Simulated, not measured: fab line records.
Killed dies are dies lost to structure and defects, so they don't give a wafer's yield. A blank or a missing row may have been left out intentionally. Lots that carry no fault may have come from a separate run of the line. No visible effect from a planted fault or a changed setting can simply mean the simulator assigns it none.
Chamber matching | flow gf180mcu | GF_PASSIVATION_CVD_00 on pecvd-04: 3 sister chambers
The step deposits SiO2 from TEOS, target thk 1000 nm, time 111.95 s. 14 wafers are shown with their chamber, then 7 later ones without.

## WAFERS, EACH WITH ITS CHAMBER
wafer  | chamber | heater_power_w (W)
L627.1 | 1       | 595
L627.4 | 0       | 485
L627.6 | 1       | 636
L629.1 | 2       | 565
L629.3 | 0       | 563
L629.6 | 0       | 424
L630.1 | 1       | 641
L630.5 | 2       | 460
L630.6 | 1       | 671
L637.2 | 1       | 641
L637.4 | 1       | 667
L637.6 | 0       | 458
L638.1 | 2       | 596
L638.2 | 0       | 483

SIGNATURES, as means of the wafers listed above
reading        | chamber 0 | chamber 1 | chamber 2 | scatter within a chamber
heater_power_w | 482.60    | 641.83    | 540.33    | 47.1
Rule: distance of a wafer from a chamber = root of the sum over the readings of ((wafer's reading minus chamber's mean) / reading's scatter) squared. If the next closest chamber is less than 2 further off than the closest, the wafer can't be placed; otherwise it belongs to the closest. The scatter is the square root of a quotient: the sum, over the shown wafers, of each reading's squared deviation from its chamber's mean, divided by wafers minus chambers.

## WAFERS WITHOUT THEIR CHAMBER
wafer  | heater_power_w (W)
L638.3 | 570
L643.2 | 484
L643.5 | 616
L643.6 | 437
L648.1 | 496
L648.4 | 535
L648.6 | 542

## EACH ONE'S CHAMBER
wafer  | from the rows above          | in truth
L638.3 | can't be placed: 2 or 1 or 0 | 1
L643.2 | can't be placed: 0 or 2      | 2
L643.5 | can't be placed: 1 or 2      | 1
L643.6 | can't be placed: 0 or 2      | 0
L648.1 | can't be placed: 0 or 2      | 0
L648.4 | can't be placed: 2 or 0      | 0
L648.6 | can't be placed: 2 or 0      | 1
0 of 7 placed correctly. From these rows, 7 cannot be placed; in 6 the true chamber is one of the candidates. Wrongly placed: 0.
